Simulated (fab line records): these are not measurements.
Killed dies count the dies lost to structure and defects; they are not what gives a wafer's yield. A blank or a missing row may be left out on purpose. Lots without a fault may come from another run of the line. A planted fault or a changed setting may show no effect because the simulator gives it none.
A lot that was struck, set against a sound lot + flow sky130 + 32 steps out of a route of 708
Sound: these wafers, L716.2, L716.4, L716.5. Struck: wafers L736.2, L736.6. (L736.3 of the same lot was not struck and is left out.) The cause comes at the end.
Per side, at each step with rows, come the tool, then ch with its chambers, and then its first start. Under that, the readings that differ: sound wafers + struck wafers + difference of the means + sigmas: that difference in standard deviations of wafers without a fault.
alike: words and numbers the same on both sides, and readings whose means are apart by under 2 such deviations; not compared: readings that were withheld, readings missing a value for some wafer, numbers with overlapping values and no deviation given by the record, and bounds like >300 which may hide the same value.
A row with sigmas, a row that says differs or no value, or rows on one side alone: a step with any of these is where the two part. When numbers do not overlap yet have no deviation, they are printed without sigmas and do not part them. A reading missing from all wafers of one side parts the sides only when that side holds two or more wafers.

first, 5 steps without rows for these wafers: SKY_VIA1_STRIP_17 (strips in post etch residue remover, time 1200 s); SKY_VIA1_CLEAN_18 (cleans in IPA, time 180 s); SKY_VIA1_CLEAN_19 (cleans in O3/DIW); SKY_VIA1_SPUTTER_20 (material TiN, target thk 20 nm, time 80 s); SKY_VIA1_CVD_21 (deposits W, target thk 270 nm, time 80.902 s).
SKY_VIA1_RS_MEAS_22: a four-point-probe measurement.
  struck on filmMetro-03, day 40 19:17; sound on filmMetro-03, day 34 06:11
  alike: VIA1_W_RS
SKY_VIA1_THK_MEAS_23: measures by xrf.
  struck on filmMetro-03, day 40 19:23; sound on filmMetro-03, day 34 06:18
  alike: VIA1_W_THK
then, 2 steps without rows for these wafers: SKY_VIA1_CMP_24 (polishes, stops on SiO2, t overpolish 15 s, target thk 0 nm); SKY_METAL2_SPUTTER_00 (material Ti, target thk 15 nm, time 10 s).
SKY_METAL2_SPUTTER_01: material TiN, target thk 20 nm, time 16.7 s.
  struck on pvdSputter-03, day 40 19:46; sound on pvdSputter-04, day 34 06:40
  alike: throttleValvePct
SKY_METAL2_SPUTTER_02: material AlCu, target thk 250 nm, time 13.3 s.
  struck on pvdSputter-03, day 40 19:47; sound on pvdSputter-04, day 34 06:41
  alike: throttleValvePct
SKY_METAL2_SPUTTER_03: material Ti, target thk 5 nm, time 3.3 s.
  struck on pvdSputter-03, day 40 19:49; sound on pvdSputter-04, day 34 06:43
  alike: throttleValvePct
SKY_METAL2_SPUTTER_04: material TiN, target thk 70 nm, time 58.3 s.
  struck on pvdSputter-03, day 40 19:50; sound on pvdSputter-04, day 34 06:44
| reading                                   | sound             | struck      | difference | sigmas |
|-------------------------------------------|-------------------|-------------|------------|--------|
| model.TiN_of_METAL2_SPUTTER_04.thkNm (nm) | 68.36 69.69 71.42 | 86.25 86.45 | +16.53     |        |
  alike: throttleValvePct
SKY_METAL2_RS_MEAS_05: a four-point-probe measurement.
  struck on filmMetro-01, day 40 19:54; sound on filmMetro-01, day 34 06:49
  alike: METAL2_ALCU_RS
SKY_METAL2_THK_MEAS_06: measures by xrf.
  struck on filmMetro-01, day 40 20:01; sound on filmMetro-01, day 34 06:56
| reading              | sound       | struck  | difference | sigmas |
|----------------------|-------------|---------|------------|--------|
| METAL2_ALCU_THK (nm) | 248 254 247 | 237 235 | -14        | -4     |
then, 8 steps without rows for these wafers: SKY_METAL2_DEHYDRATE_07 (time 60 s); SKY_METAL2_HMDS_08 (prime time 60 s); SKY_METAL2_COAT_09 (resist thk 60 nm); SKY_METAL2_COAT_10 (resist thk 450 nm); SKY_METAL2_SOFTBAKE_11 (time 90 s); SKY_METAL2_EXPOSE_12 (exposes mask MM2, target cd 140 nm); SKY_METAL2_PEB_13; SKY_METAL2_DEVELOP_14 (develop time 60 s).
SKY_METAL2_CD_MEAS_15: target cd 140 nm.
  struck on cdSem-02, day 41 19:32; sound on cdSem-01, day 35 09:27
  alike: cdNm
SKY_METAL2_OVL_MEAS_16:
  struck on overlay-02, day 41 19:38; sound on overlay-01, day 35 09:33
  alike: METAL2_OVL
SKY_METAL2_DESCUM_17: chemistry O2, time 8 s.
  sound on rieMetal-01 ch 0,1, day 35 09:35; struck on rieMetal-04 ch 0,1, day 41 19:40
  alike: drypumpMotorCurrentA, oesProductAu, tempC
  not compared: rfHoursCounterH
then, 2 steps without rows for these wafers: SKY_METAL2_ETCH_18 (etches BARC in N2/H2, stops on SiO2, time 45.9 s, target depth 60 nm); SKY_METAL2_METAL_ETCH_19 (etches the open film in Cl2/BCl3, stops on SiO2, target depth 360 nm, time 78 s).
SKY_METAL2_STRIP_20: strips in O2/N2.
  sound on plasmaAsher-03 ch 1, day 35 09:46; struck on plasmaAsher-02 ch 1, day 41 19:51
  alike: drypumpMotorCurrentA, oesProductAu, stripTimeToEndpointS
  not compared: rfHoursCounterH
SKY_METAL2_STRIP_21: strips in post etch residue remover, time 1200 s.
  sound on wetBench-03 ch 3, day 35 09:52; struck on wetBench-03 ch 0, day 41 19:57
| reading                                   | sound             | struck      | difference | sigmas |
|-------------------------------------------|-------------------|-------------|------------|--------|
| model.TiN_of_METAL2_SPUTTER_04.thkNm (nm) | 67.94 69.28 71.01 | 85.82 86.03 | +16.52     |        |
  alike: tempC
then, 2 steps without rows for these wafers: SKY_METAL2_CLEAN_22 (cleans in IPA, time 180 s); SKY_PAD_OPEN_PROBE_99.

WHERE THEY PART
SKY_METAL2_THK_MEAS_06 only, going by this record. Later steps at which nothing parts them and some readings are alike: SKY_METAL2_CD_MEAS_15, SKY_METAL2_OVL_MEAS_16, SKY_METAL2_DESCUM_17, SKY_METAL2_STRIP_20, SKY_METAL2_STRIP_21.

WHY: what had been put in by the simulator
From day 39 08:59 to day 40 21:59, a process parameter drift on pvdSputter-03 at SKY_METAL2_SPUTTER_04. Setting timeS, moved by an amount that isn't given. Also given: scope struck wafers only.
